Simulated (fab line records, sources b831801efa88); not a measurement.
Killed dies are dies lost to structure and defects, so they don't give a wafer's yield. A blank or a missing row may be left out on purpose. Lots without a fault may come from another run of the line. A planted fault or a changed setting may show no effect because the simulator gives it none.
One fault seen from 2 desks | flow gf180mcu | each desk has only its own numbers; what lay behind them comes last

THE TOOL OWNER'S DESK: plasma_asher-01
The tool's own readings at GF_VT_IMPLANT_STRIP_20 (strips in O2/N2): means of the sampled wafers that have a number, for each lot that ran on this tool. A lot is out of limits, marked OUT, if its mean lies more than 4 standard deviations from the usual mean; the brackets give that distance.
Columns: A = drypump_motor_current_A at GF_VT_IMPLANT_STRIP_20, usual 5.7 A; B = heater_power_w at GF_VT_IMPLANT_STRIP_20, usual 329 W; C = oes_product_au at GF_VT_IMPLANT_STRIP_20, usual 0.716 a.u.; D = strip_time_to_endpoint_s at GF_VT_IMPLANT_STRIP_20, usual 12.63 s
lot  | first seen here | A   | B   | C               | D
L350 | day 7 08:47     | 5.1 | 317 | 0.718           | 12.59
L352 | day 7 15:47     | 5.0 | 322 | 0.716           | 12.58
L353 | day 8 00:44     | 5.7 | 417 | 0.714           | 12.65
L365 | day 11 01:02    | 5.0 | 320 | 0.911 (+41) OUT | -
This desk's finding: out of limits on L365; first on L365, day 11 01:02 (oes_product_au at GF_VT_IMPLANT_STRIP_20). In limits: L350, L352, L353.

THE METROLOGY DESK
What the gauges read, lot by lot, whatever tool the lot ran on: means of the sampled wafers that have a number. A lot is out of limits, marked OUT, if its mean lies more than 4 standard deviations from the usual mean; the brackets give that distance.
Columns: A = VT_IMPLANT_3_TW at GF_VT_IMPLANT_TW_MEAS_32, usual 266
lot  | first seen here | A
L349 | day 7 10:05     | 271
L350 | day 8 00:37     | 264
L352 | day 8 08:10     | 264
L353 | day 8 17:51     | 264
L354 | day 8 22:05     | 263
L355 | day 9 03:26     | 263
L356 | day 9 06:50     | 263
L358 | day 9 22:01     | 264
L362 | day 10 22:08    | 264
L365 | day 11 19:36    | 30 (-79) OUT
L369 | day 12 19:11    | 264
This desk's finding: out of limits on L365; first on L365, day 11 19:36 (VT_IMPLANT_3_TW at GF_VT_IMPLANT_TW_MEAS_32). In limits: L349, L350, L352, L353, L354, L355, L356, L358, L362, L369.

PUT TOGETHER
The tool owner's desk could have raised an alarm at day 11 01:02, on L365.
The metrology desk could have raised an alarm at day 11 19:36, on L365.
Of the lots named, all ran GF_VT_IMPLANT_STRIP_20 on plasma_asher-01.

WHAT THE SIMULATOR HAD PUT IN
Strip aborted: plasma_asher-01, from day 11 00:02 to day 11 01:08, at GF_VT_IMPLANT_STRIP_20. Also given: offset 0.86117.
Lots struck among those shown: L365.
Hours from the fault's start to each desk's first reading out of limits: the tool owner's desk, 1; the metrology desk, 20.
